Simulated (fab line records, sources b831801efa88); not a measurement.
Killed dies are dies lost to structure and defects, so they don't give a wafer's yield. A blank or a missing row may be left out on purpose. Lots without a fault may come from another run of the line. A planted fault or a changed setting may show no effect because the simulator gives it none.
fab line records | flow sky130
record lots=6 wafers=18 last_day=50
route steps=708 shown METAL4@637 VIA4@639 PAD_OPEN@708
lots that met no fault: from a run of the same line without faults
start_h: hours from the record's first day to the start of the lot's first wafer shown | wait_h: hours since the lot's step before | " the same as in the row above | L1.1+2: a row that stands for several wafers | - no value, or no start given | * or withheld: withheld | < > ~ a bound
route shown NAME@n: a module of which the file shows steps, and the number in the route of the first | usual: mean/standard deviation of fault-free wafers | same: alike in all rows | chamber/n: place in a boat | sites: the reading at each site | _std_site: their standard deviation | _edge_site: outer sites' mean less inner sites' | radius_mm: how far each site lies from the wafer's centre | mask NAME#n: copy n | behind: the tool/chamber that last shaped the wafer | hold: why the lot was held/for how many hours/how that ended | device: the transistor (n, p or np) that didn't switch | end of line: the same wafers' tests at the end of the route | a step without rows: its recipe alone | killed: dies lost to structure and defects at the first sort, not the wafer's yield | map: a wafer's dies, x killed, . not, _ none there
set.NAME: the setting as run; set.NAME@STEP: as run at that earlier step | model.NAME: the simulator's own value behind a step, which no gauge read
lots at some steps of the route; a table a step, a row a wafer
services: from which hour (start_h, from the record's first day; less than 0 if before it) a tool's chamber was out of use, for how many hours, and why
## steps
# step SKY_METAL4_CLEAN_21
# recipe chemistry=IPA time_s=180 temp_c=25
# step SKY_METAL4_CLEAN_22
# recipe chemistry=O3/DIW dry=n2_spin
# step SKY_VIA4_HDPCVD_00
# recipe material=SiO2 target_thk_nm=1750 sigma_open_frac=0.3 time_s=291.7 temp_c=400 sih4_flow_sccm=60 pressure_mtorr=6
# step SKY_VIA4_THK_MEAS_01
# recipe reads=SiO2_of_VIA4_HDPCVD_00
# usual VIA4_HDPCVD_THK=1750/21
# columns lot.wafer tool chamber start_h wait_h VIA4_HDPCVD_THK[nm]
L226.2 film_metro-01 - 992.97 0.1 1769
L226.3 " - " " 1762
L226.6 " - " " 1740
L235.1 film_metro-02 - 1057.13 0.1 1766
L235.5 " - " " 1738
L235.6 " - " " 1741
L242.2 film_metro-02 - 1097.17 0.2 1785
L242.5 " - " " 1783
L242.6 " - " " 1788
L243.3 film_metro-02 - 1102.16 0.1 1748
L243.4 " - " " 1754
L243.5 " - " " 1744
L246.1 film_metro-02 - 1115.91 0.1 1745
L246.5 " - " " 1749
L246.6 " - " " 1751
L248.1 film_metro-02 - 1130.07 0.1 1753
L248.3 " - " " 1747
L248.5 " - " " 1754
# step SKY_VIA4_CMP_02
# recipe material=SiO2 down_force_psi=4 platen_rpm=60 pad_velocity_m_s=0.94248
# usual motor_current_A=12.1/1.2 platen_rpm=60.00/0.045
# columns lot.wafer tool chamber start_h wait_h motor_current_A platen_rpm
L226.2 cmp-01 1 993.07 0.1 11.5 60.03
L226.3 " 2 " " 11.3 60.05
L226.6 " 1 " " 12.0 60.00
L235.1 cmp-01 2 1057.19 0.1 11.7 59.94
L235.5 " 2 " " 11.8 59.99
L235.6 " 3 " " 12.5 60.03
L242.2 cmp-01 0 1097.60 0.4 11.4 60.04
L242.5 " 1 " " 12.4 60.01
L242.6 " 2 " " 11.9 60.00
L243.3 cmp-02 0 1102.25 0.1 10.9 59.99
L243.4 " 2 " " 14.8 59.96
L243.5 " 0 " " 11.1 59.88
L246.1 cmp-01 3 1116.07 0.1 12.6 60.05
L246.6 " 1 " " 11.9 60.04
L246.5 " 2 " " 12.6 59.96
L248.3 cmp-02 2 1130.18 0.1 13.9 60.00
L248.1 " 3 " " 9.4 60.02
L248.5 " 1 " " 13.5 59.96
# step SKY_VIA4_BOW_MEAS_03
# recipe mode=bow
# usual VIA4_BOW=82/7.7
# columns lot.wafer tool chamber start_h wait_h VIA4_BOW[um]
L226.2 film_metro-01 - 993.34 0.2 66
L226.3 " - " " 74
L226.6 " - " " 75
L235.1 film_metro-02 - 1057.49 0.2 75
L235.5 " - " " 77
L235.6 " - " " 83
L242.2 film_metro-01 - 1097.77 0.1 78
L242.5 " - " " 79
L242.6 " - " " 86
L243.3 film_metro-01 - 1102.54 0.2 92
L243.4 " - " " 76
L243.5 " - " " 83
L246.1 film_metro-03 - 1116.27 0.1 76
L246.5 " - " " 75
L246.6 " - " " 85
L248.1 film_metro-02 - 1130.43 0.1 98
L248.3 " - " " 83
L248.5 " - " " 89
# step SKY_VIA4_DEHYDRATE_04
# recipe temp_c=200 time_s=60
# step SKY_VIA4_HMDS_05
# recipe prime_time_s=60 prime_temp_c=120
# step SKY_VIA4_COAT_06
# recipe resist=NOVOLAK spin_rpm=3000 resist_thk_nm=1140
# step SKY_VIA4_SOFTBAKE_07
# recipe temp_c=90 time_s=60 resist=NOVOLAK
# step SKY_VIA4_EXPOSE_08
# recipe mask_id=VIM4 na=0.6 source_shape=conventional sigma_outer=0.6 polarization=unpolarized target_cd_nm=800 dose_mj=132
# step SKY_VIA4_PEB_09
# recipe temp_c=withheld time_s=* resist=NOVOLAK
# step SKY_VIA4_DEVELOP_10
# recipe resist=NOVOLAK developer=TMAH develop_time_s=60 dev_temp_c=23
# usual chill_plate_temp_C=22.99/0.11 developer_temp_C=23.00/0.11
# columns lot.wafer tool chamber start_h wait_h chill_plate_temp_C developer_temp_C
L226.2 litho_track-01 0 1016.83 0.1 22.80 23.11
L226.3 " 0 " " 22.83 23.03
L226.6 " 0 " " 23.08 23.23
L235.1 litho_track-04 0 1079.65 0.1 23.06 22.92
L235.5 " 0 " " 23.02 23.12
L235.6 " 0 " " 22.96 23.13
L242.2 litho_track-04 0 1117.82 0.1 22.97 25.40
L242.5 " 0 " " 22.87 25.48
L242.6 " 0 " " 22.85 25.37
L243.3 litho_track-04 0 1122.15 0.1 23.08 25.22
L243.4 " 0 " " 23.00 25.20
L243.5 " 0 " " 23.00 25.24
L246.1 litho_track-03 0 1135.01 0.1 22.92 23.00
L246.5 " 0 " " 22.99 23.02
L246.6 " 0 " " 22.95 22.92
L248.1 litho_track-01 0 1148.80 0.1 22.97 22.88
L248.3 " 0 " " 22.83 22.74
L248.5 " 0 " " 22.81 23.03
# step SKY_VIA4_OVL_MEAS_11
# usual VIA4_OVL=1.1/1.6
# columns lot.wafer tool chamber start_h wait_h VIA4_OVL[nm]
L226.2 overlay-01 - 1016.96 0.1 1.8
L226.3 " - " " 0.5
L226.6 " - " " 1.6
L235.1 overlay-01 - 1079.80 0.1 1.3
L235.5 " - " " 2.6
L235.6 " - " " 1.9
L242.2 overlay-02 - 1117.95 0.1 -0.7
L242.5 " - " " -1.0
L242.6 " - " " -1.1
L243.3 overlay-01 - 1122.26 0.1 3.5
L243.4 " - " " 1.8
L243.5 " - " " 0.9
L246.1 overlay-02 - 1135.16 0.1 -0.8
L246.5 " - " " -2.1
L246.6 " - " " -0.3
L248.1 overlay-02 - 1148.95 0.1 0.4
L248.3 " - " " -0.6
L248.5 " - " " -0.8
# step SKY_VIA4_ETCH_12
# recipe target=SiO2 chemistry=C4F8/O2/Ar stop_on=TiN mask_material=NOVOLAK source_w=1500 bias_w=1200 pressure_mtorr=40 c4f8_flow_sccm=withheld O2_flow_sccm=6 Ar_flow_sccm=300 time_s=withheld target_depth_a=5800
# usual oes_product_au=0.926/0.0041
# columns lot.wafer tool chamber start_h wait_h oes_product_au model.VIA4.cd_nm
L226.2 rie_diel-04 3 1016.99 0.0 0.920 799.9
L226.3 " 0 " " 0.920 801.9
L226.6 " 2 " " 0.925 804.5
L235.1 rie_diel-02 0 1079.83 0.0 0.925 801.4
L235.5 " 1 " " 0.925 800.8
L235.6 " 0 " " 0.919 800.7
L242.2 rie_diel-03 0 1117.98 0.0 0.927 792.3
L242.5 " 2 " " 0.928 792.6
L242.6 " 1 " " 0.930 794.1
L243.3 rie_diel-02 1 1122.28 0.0 0.921 798.1
L243.4 " 0 " " 0.926 797.1
L243.5 " 1 " " 0.922 796.2
L246.1 rie_diel-03 0 1135.20 0.0 0.929 800.9
L246.5 " 1 " " 0.921 801.7
L246.6 " 2 " " 0.922 801.2
L248.1 rie_diel-04 3 1148.99 0.0 0.927 801.6
L248.3 " 1 " " 0.928 802.4
L248.5 " 2 " " 0.932 804.2
# step SKY_VIA4_STRIP_13
# recipe chemistry=O2/N2 power_w=1400 pressure_mtorr=1500 platen_temp_c=withheld o2_flow_sccm=3000 n2_flow_sccm=300 overash_fraction=0.5
# usual drypump_motor_current_A=5.7/0.35 oes_product_au=0.710/0.0046 strip_time_to_endpoint_s=12.81/0.03
# columns lot.wafer tool chamber start_h wait_h drypump_motor_current_A oes_product_au rf_hours_counter_h strip_time_to_endpoint_s
L226.2 plasma_asher-04 1 1017.06 - 5.0 0.717 61 12.81
L226.3 " 1 " " 5.1 0.710 - 12.83
L226.6 " 0 " " 5.7 0.712 - 12.81
L235.1 plasma_asher-04 1 1079.91 - 5.0 0.712 70 12.79
L235.5 " 1 " " 5.0 0.711 - 12.82
L235.6 " 0 " " 5.7 0.719 - 12.81
L242.2 plasma_asher-04 0 1118.06 - 5.7 0.705 75 12.82
L242.5 " 1 " " 5.0 0.711 - 12.82
L242.6 " 0 " " 5.8 0.702 - 12.77
L243.3 plasma_asher-03 1 1122.39 - 5.9 0.721 - 12.78
L243.4 " 0 " " 6.0 0.704 - 12.81
L243.5 " 1 " " 5.9 0.716 - 12.78
L246.1 plasma_asher-03 0 1135.27 - 6.0 0.710 42 12.81
L246.5 " 0 " " 5.9 0.712 - 12.81
L246.6 " 1 " " 5.8 0.712 - 12.85
L248.1 plasma_asher-04 1 1149.06 - 5.0 0.719 78 12.82
L248.3 " 1 " " 5.0 0.708 - 12.85
L248.5 " 1 " " 5.0 0.708 - 12.86
# step SKY_PAD_OPEN_PROBE_99
# usual defect_limited_yield=82.7/1.7 killed_at_M0_to_M3=41/6.2 killed_at_M4_up=3.0/1.7 killed_at_contacts=25/5.8 killed_at_front_end=16/4.5 killed_at_other=0.2/0.42 killed_dies=85/8.4 killed_open=46/5.9 killed_short=39/6.3 sort_bin_3_pad_short=0.9/0.4 sort_bin_5_function=10.2/1.3 sort_bin_6_memory=6.2/1 sort_n_pass=407/8.4 sort_yield_pct=82.7/1.7
# same gross_dies=492 killed_at_back_side=0 sort_bin_4_leakage[%]=0 sort_bin_8_speed[%]=0
# columns lot.wafer tool chamber start_h wait_h defect_limited_yield[%] killed_at_M0_to_M3 killed_at_M4_up killed_at_contacts killed_at_front_end killed_at_other killed_dies killed_open killed_short sort_bin_3_pad_short[%] sort_bin_5_function[%] sort_bin_6_memory[%] sort_n_pass sort_yield_pct[%]
L226.2 prober-01 - 1088.71 0.1 81.1 43 2 36 12 0 93 47 46 0.6 12.0 6.3 399 81.1
L226.3 prober-01 - 1088.76 0.2 82.1 45 2 26 15 0 88 46 42 0.6 10.8 6.5 404 82.1
L226.6 prober-01 - 1088.91 0.2 83.1 36 5 32 10 0 83 48 34 0.6 11.2 5.1 409 83.1
L243.3 prober-02 - 1181.71 0.2 84.8 34 3 21 16 1 75 44 31 0.6 11.0 3.7 417 84.8
L243.4 prober-02 - 1181.76 0.2 86.0 30 2 22 15 0 69 39 30 0.4 8.3 5.3 423 86.0
L243.5 prober-02 - 1181.81 0.2 85.4 34 2 22 14 0 72 46 26 0.4 9.6 4.7 420 85.4
L246.1 prober-01 - 1191.57 0.1 83.1 33 4 27 19 0 83 43 40 0.8 10.8 5.3 409 83.1
L246.5 prober-01 - 1191.77 0.2 83.9 34 2 22 21 0 79 43 36 0.2 9.6 6.3 413 83.9
L246.6 prober-01 - 1191.82 0.2 83.5 43 1 23 13 1 81 39 41 0.4 9.3 6.7 411 83.5
L248.1 prober-01 - 1202.81 0.1 85.2 35 0 30 8 0 73 44 29 0 8.9 5.9 419 85.2
L248.3 prober-01 - 1202.91 0.2 80.3 44 1 34 18 0 97 48 48 0.6 11.4 7.7 395 80.3
L248.5 prober-01 - 1203.01 0.2 81.5 55 1 22 13 0 91 43 48 1.8 9.6 7.1 401 81.5
# killed by level:class
L226.2 CONTACT:geometric_particle:open=14 VIA1:geometric_particle:open=13 CONTACT:geometric_particle:short=8 LOCAL_INTERCONNECT:geometric_particle:short=7 METAL2:geometric_particle:short=7 LI_CONTACT:geometric_particle:open=5 VIA1:geometric_particle:short=5 VIA2:geometric_particle:open=5
L226.3 CONTACT:geometric_particle:open=15 VIA1:geometric_particle:open=12 METAL1:geometric_particle:short=7 FIELD_ISO:geometric_particle:open=6 LOCAL_INTERCONNECT:geometric_particle:short=6 METAL3:geometric_particle:short=6 VIA1:geometric_particle:short=4 METAL2:geometric_particle:short=4
L226.6 LI_CONTACT:geometric_particle:open=12 VIA1:geometric_particle:open=11 LOCAL_INTERCONNECT:geometric_particle:short=7 CONTACT:geometric_particle:short=7 CONTACT:geometric_particle:open=6 VIA2:geometric_particle:open=6 VIA3:geometric_particle:open=5 POLY_GATE:geometric_particle:short=4
L243.3 CONTACT:geometric_particle:open=7 FIELD_ISO:geometric_particle:open=6 METAL1:geometric_particle:short=6 VIA1:geometric_particle:open=6 VIA3:geometric_particle:open=6 POLY_GATE:geometric_particle:open=5 LI_CONTACT:geometric_particle:open=4 LOCAL_INTERCONNECT:geometric_particle:short=4
L243.4 CONTACT:geometric_particle:open=10 VIA1:geometric_particle:open=7 FIELD_ISO:geometric_particle:open=5 LI_CONTACT:geometric_particle:open=4 VIA1:geometric_particle:short=4 VIA2:geometric_particle:open=4 METAL3:geometric_particle:short=4 VIA3:geometric_particle:open=4
L243.5 CONTACT:geometric_particle:open=11 VIA1:geometric_particle:open=11 VIA2:geometric_particle:open=7 FIELD_ISO:geometric_particle:short=4 LI_CONTACT:geometric_particle:open=4 POLY_GATE:geometric_particle:short=3 LOCAL_INTERCONNECT:geometric_particle:short=3 METAL2:geometric_particle:open=3
L246.1 LI_CONTACT:geometric_particle:open=8 CONTACT:geometric_particle:open=7 VIA1:geometric_particle:open=7 FIELD_ISO:geometric_particle:short=6 FIELD_ISO:geometric_particle:open=5 LOCAL_INTERCONNECT:geometric_particle:short=5 METAL2:geometric_particle:short=5 VIA2:geometric_particle:short=5
L246.5 CONTACT:geometric_particle:open=12 FIELD_ISO:geometric_particle:open=7 VIA2:geometric_particle:open=7 FIELD_ISO:geometric_particle:short=6 VIA1:geometric_particle:open=6 CONTACT:geometric_particle:short=5 VIA1:geometric_particle:short=5 VIA3:geometric_particle:open=5
L246.6 CONTACT:geometric_particle:open=11 VIA1:geometric_particle:open=10 METAL1:geometric_particle:short=9 LI_CONTACT:geometric_particle:open=5 VIA3:geometric_particle:open=5 FIELD_ISO:geometric_particle:short=4 POLY_GATE:geometric_particle:short=4 VIA3:geometric_particle:short=4
L248.1 LI_CONTACT:geometric_particle:open=10 VIA1:geometric_particle:open=8 CONTACT:geometric_particle:open=7 VIA3:geometric_particle:open=7 CONTACT:geometric_particle:short=6 VIA2:geometric_particle:open=6 FIELD_ISO:geometric_particle:short=5 METAL1:geometric_particle:short=5
L248.3 CONTACT:geometric_particle:open=13 VIA1:geometric_particle:open=10 LOCAL_INTERCONNECT:geometric_particle:short=10 METAL1:geometric_particle:short=8 LI_CONTACT:geometric_particle:open=7 METAL2:geometric_particle:short=7 FIELD_ISO:geometric_particle:open=6 VIA1:geometric_particle:short=4
L248.5 VIA1:geometric_particle:open=14 LI_CONTACT:geometric_particle:short=7 VIA3:geometric_particle:open=7 METAL1:geometric_particle:short=7 METAL2:geometric_particle:short=7 VIA2:geometric_particle:open=7 POLY_GATE:geometric_particle:short=6 LOCAL_INTERCONNECT:geometric_particle:short=6
## services
# columns tool chamber start_h hours kind
plasma_asher-03 - 979.71 6.8 repair
rie_diel-02 - 985.45 38.1 repair
cmp-01 - 997.92 0.6 repair
cmp-02 - 1013.08 3.8 pm
rie_diel-03 1 1015.80 6.6 repair
cmp-02 - 1023.78 3.6 repair
rie_diel-02 2 1025.90 8.5 repair
rie_diel-04 - 1028.71 1.9 repair
rie_diel-02 2 1036.74 4.1 repair
cmp-01 - 1041.56 0.9 repair
cmp-01 - 1062.86 0.3 repair
rie_diel-04 2 1068.56 3.8 repair
cmp-02 - 1076.90 0.7 repair
cmp-02 - 1083.31 6.1 repair
cmp-02 - 1089.46 4.0 pm
cmp-02 - 1093.46 4.6 pm
rie_diel-03 2 1096.13 4.1 repair
rie_diel-02 2 1113.07 3.1 repair
cmp-02 - 1115.23 2.1 repair
cmp-02 - 1116.77 0.8 repair
cmp-02 - 1124.75 1.3 repair
cmp-01 - 1132.04 6.7 pm
cmp-01 - 1140.53 6.4 pm
cmp-01 - 1148.91 0.4 repair
## key
first_sign step=SKY_VIA4_DEVELOP_10 reading=developer_temp_C direction=up sigmas=20 usual=* struck=*
effect none on later readings
model_effect step=SKY_VIA4_ETCH_12 value=VIA4.cd_nm without=802.2 struck=795.1
met_at SKY_VIA4_DEVELOP_10
struck_wafers L242.2,L242.5,L242.6,L243.3,L243.4,L243.5
onset_between 1079.65 1117.82
fault kind=process_parameter_drift tool=litho_track-04 chamber=- onset_h=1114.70 steps=SKY_VIA4_DEVELOP_10 channel=dev_temp_c offset=* shape=step end_h=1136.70 acts_in=* stated=*
